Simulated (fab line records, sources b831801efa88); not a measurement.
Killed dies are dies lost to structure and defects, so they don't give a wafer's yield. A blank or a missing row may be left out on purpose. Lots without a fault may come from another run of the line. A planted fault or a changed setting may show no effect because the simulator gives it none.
A struck lot beside a sound one | flow sky130 | 18 steps out of a route of 708
Sound: wafers L165.2, L165.4, L165.6. Struck: wafers L176.3, L176.4, L176.6. The cause comes at the end.
At each step with rows: each side's tool, then ch and its chambers, then its first start. Under that, the readings that differ: sound wafers | struck wafers | difference of the means | sigmas: that difference in standard deviations of wafers without a fault.
alike: readings whose means differ by less than 2 such deviations, and words and numbers that are the same on both sides. not compared: withheld readings, readings that some wafer has no value for, bounds like >300 that may hide the same value, and numbers for which the record gives no deviation and whose values overlap.
The two part at a step that has a row with sigmas, a row that says differs or no value, or rows on one side only. Numbers that don't overlap but have no deviation are shown without sigmas and don't part them. A reading that every wafer of one side lacks parts them only if that side has two wafers or more.

SKY_POLY_GATE_ETCH_15: etches BARC in N2/H2, stops on SiO2, time 118.5 s, target depth 110 nm.
  sound on rie_diel-02 ch 0,1,2, day 18 09:19; struck on rie_diel-04 ch 0,1, day 22 20:07
  alike: drypump_motor_current_A, oes_product_au, throttle_valve_pct
  not compared: rf_hours_counter_h
SKY_POLY_GATE_ETCH_16: etches Si3N4 in CH3F/O2, stops on poly-Si, time 147.5 s, target depth 75 nm.
  sound on rie_diel-02 ch 0,1,2, day 18 09:24; struck on rie_diel-04 ch 0,1, day 22 20:13
  alike: drypump_motor_current_A, oes_product_au, throttle_valve_pct
  not compared: rf_hours_counter_h
SKY_POLY_GATE_ETCH_17: etches poly-Si in HBr/Cl2, stops on SiO2, target depth 180 nm, time 70.5 s.
  sound on rie_si-02 ch 1,2, day 18 09:30; struck on rie_si-02 ch 0,2, day 22 20:18
  alike: drypump_motor_current_A, he_backside_leak_sccm, oes_product_au, throttle_valve_pct
  not compared: rf_hours_counter_h
SKY_POLY_GATE_STRIP_18: strips in O2/N2.
  sound on plasma_asher-04 ch 0,1, day 18 09:33; struck on plasma_asher-04 ch 0,1, day 22 20:23
  reading                      | sound          | struck         | difference | sigmas
  strip_time_to_endpoint_s (s) | 3.18 3.26 3.20 | 3.14 3.10 3.12 | -0.09      | -2
  alike: drypump_motor_current_A, oes_product_au
  not compared: rf_hours_counter_h
then, 2 steps without rows for these wafers: SKY_POLY_GATE_CLEAN_19 (cleans in SC1/SC2, time 150 s); SKY_POLY_GATE_OXIDATION_20 (stabilise 600 s, purge 300 s, target thk 4 nm).
SKY_POLY_GATE_THK_MEAS_21:
  sound on film_metro-01, day 18 11:25; struck on film_metro-01, day 22 21:47
  alike: POLY_GATE_OXIDATION_THK
SKY_POLY_GATE_CD_MEAS_22:
  sound on cd_sem-01, day 18 11:29; struck on cd_sem-02, day 22 21:53
  alike: cd_nm
then, 4 steps without rows for these wafers: SKY_LDD_N_DEHYDRATE_00 (time 60 s); SKY_LDD_N_HMDS_01 (prime time 60 s); SKY_LDD_N_COAT_02 (resist thk 300 nm); SKY_LDD_N_SOFTBAKE_03 (time 60 s).
SKY_LDD_N_EXPOSE_04: exposes mask NTM, target cd 840 nm.
  sound on iline_stepper-01 ch 0, day 19 02:51; struck on iline_stepper-02 ch 0, day 23 13:20
  reading                       | sound                   | struck               | difference | sigmas
  model.LDD_N.overlay_x_nm (nm) | -0.7288 -0.7288 -0.7288 | -57.68 -57.68 -57.68 | -56.95     |
  alike: mask, reticle_temp_C
then, 2 steps without rows for these wafers: SKY_LDD_N_PEB_05; SKY_LDD_N_DEVELOP_06 (develop time 60 s).
SKY_LDD_N_OVL_MEAS_07:
  sound on overlay-02, day 19 17:53; struck on overlay-01, day 24 04:11
  reading        | sound          | struck            | difference | sigmas
  LDD_N_OVL (nm) | -0.3 -0.2 -1.6 | -57.6 -58.3 -57.9 | -57.2      | -41
then, 1 step without rows for these wafers: SKY_LDD_N_IMPLANT_08.
-- the record jumps here: 26 days lie between the struck wafers' starts before and after (it left off in module LDD_N and takes up again in module PAD_OPEN, whose first step shown is number 708 of the route) --
SKY_PAD_OPEN_PROBE_99:
  sound on prober-02, day 47 06:17; struck on prober-02, day 50 01:05
  alike: killed_at_M0_to_M3, killed_at_M4_up, killed_at_contacts, killed_at_front_end, killed_at_other, killed_dies, killed_open, killed_short

WHERE THEY PART
First at SKY_POLY_GATE_STRIP_18; last, within this record, at SKY_LDD_N_OVL_MEAS_07. Later steps at which nothing parts them and some readings are alike: SKY_PAD_OPEN_PROBE_99.

WHY: what the simulator had put in
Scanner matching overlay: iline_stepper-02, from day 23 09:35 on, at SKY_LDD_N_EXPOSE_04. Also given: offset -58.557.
